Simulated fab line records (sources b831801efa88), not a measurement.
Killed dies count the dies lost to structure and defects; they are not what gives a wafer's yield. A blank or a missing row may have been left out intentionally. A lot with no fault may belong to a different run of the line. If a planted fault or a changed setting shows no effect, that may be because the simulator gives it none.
2 desks looking at one fault || flow gf180mcu || what lay behind the numbers comes last; until then each desk has only its own

## AT THE TOOL OWNER'S DESK: plasmaAsher-04
The tool's own readings at GF_LVPWELL_STRIP_10 (strips in O2/N2): means of the sampled wafers that have a number, for each lot that ran on this tool. Marked OUT: a lot whose mean sits more than 4 standard deviations from the usual mean, which makes it out of limits; the brackets give that distance.
Columns: A = chamberPressureMTorr at GF_LVPWELL_STRIP_10, usual 1499.8 mTorr; B = drypumpMotorCurrentA at GF_LVPWELL_STRIP_10, usual 5.7 A; C = heaterPowerW at GF_LVPWELL_STRIP_10, usual 353 W; D = oesProductAu at GF_LVPWELL_STRIP_10, usual 0.723 a.u.; E = stripTimeToEndpointS at GF_LVPWELL_STRIP_10, usual 37.00 s
{"lot": "L395", "first seen here": "day 8 01:13", "A": 1498.3, "B": 5.8, "C": 365, "D": 0.719, "E": 37.03}
{"lot": "L400", "first seen here": "day 9 08:37", "A": 1498.8, "B": 5.2, "C": 354, "D": 0.721, "E": 37.03}
This desk's finding: nothing out of limits on any of the 2 lots.

## THE METROLOGY DESK
Means of the sampled wafers that have a number, per lot and without regard to the tool the lot ran on: this is what the gauges read. Marked OUT: a lot whose mean sits more than 4 standard deviations from the usual mean, which makes it out of limits; the brackets give that distance.
Columns: A = STI_OXIDATION_01_THK at GF_STI_THK_MEAS_22, usual 15.1 nm; B = MVSD_TW at GF_MVSD_TW_MEAS_11, usual 1584
{"lot": "L378", "first seen here": "day 2 10:29", "A": 15.3, "B": 1548}
{"lot": "L379", "first seen here": "day 2 13:07", "A": 15.6, "B": "31 (-47) OUT"}
{"lot": "L380", "first seen here": "day 2 22:04", "A": 15.1, "B": "31 (-47) OUT"}
{"lot": "L381", "first seen here": "day 3 02:49", "A": 14.8, "B": "30 (-47) OUT"}
{"lot": "L388", "first seen here": "day 4 12:13", "A": 14.8, "B": 1600}
{"lot": "L389", "first seen here": "day 4 17:59", "A": 14.4, "B": 1530}
{"lot": "L390", "first seen here": "day 4 21:41", "A": 15.1, "B": 1534}
{"lot": "L393", "first seen here": "day 5 13:33", "A": 15.3, "B": 1624}
{"lot": "L395", "first seen here": "day 5 23:47", "A": 15.3, "B": 1601}
{"lot": "L396", "first seen here": "day 6 05:27", "A": 14.8, "B": 1549}
{"lot": "L400", "first seen here": "day 7 03:03", "A": 14.8, "B": 1604}
This desk's finding: out of limits on L379, L380, L381; first on L379, day 4 22:56 (MVSD_TW at GF_MVSD_TW_MEAS_11). L378, L388, L389, L390, L393, L395, L396, L400 stayed within limits.

## PUT TOGETHER
An alarm was possible from the metrology desk at day 4 22:56, on L379, L380, L381.
The desk of the tool owner found nothing out of limits.
The tool owner's desk has no number on record for L379, L380, L381.
Of the lots named, all ran GF_LVPWELL_STRIP_10 on plasmaAsher-04.

## WHAT THE SIMULATOR HAD PUT IN
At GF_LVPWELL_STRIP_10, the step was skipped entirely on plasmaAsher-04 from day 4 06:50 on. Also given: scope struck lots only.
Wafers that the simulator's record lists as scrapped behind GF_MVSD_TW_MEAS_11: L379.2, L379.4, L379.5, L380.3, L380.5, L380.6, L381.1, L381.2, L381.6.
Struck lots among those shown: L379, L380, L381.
Time in hours between the start of the fault and the first out-of-limits reading at each desk: metrology desk, 16.
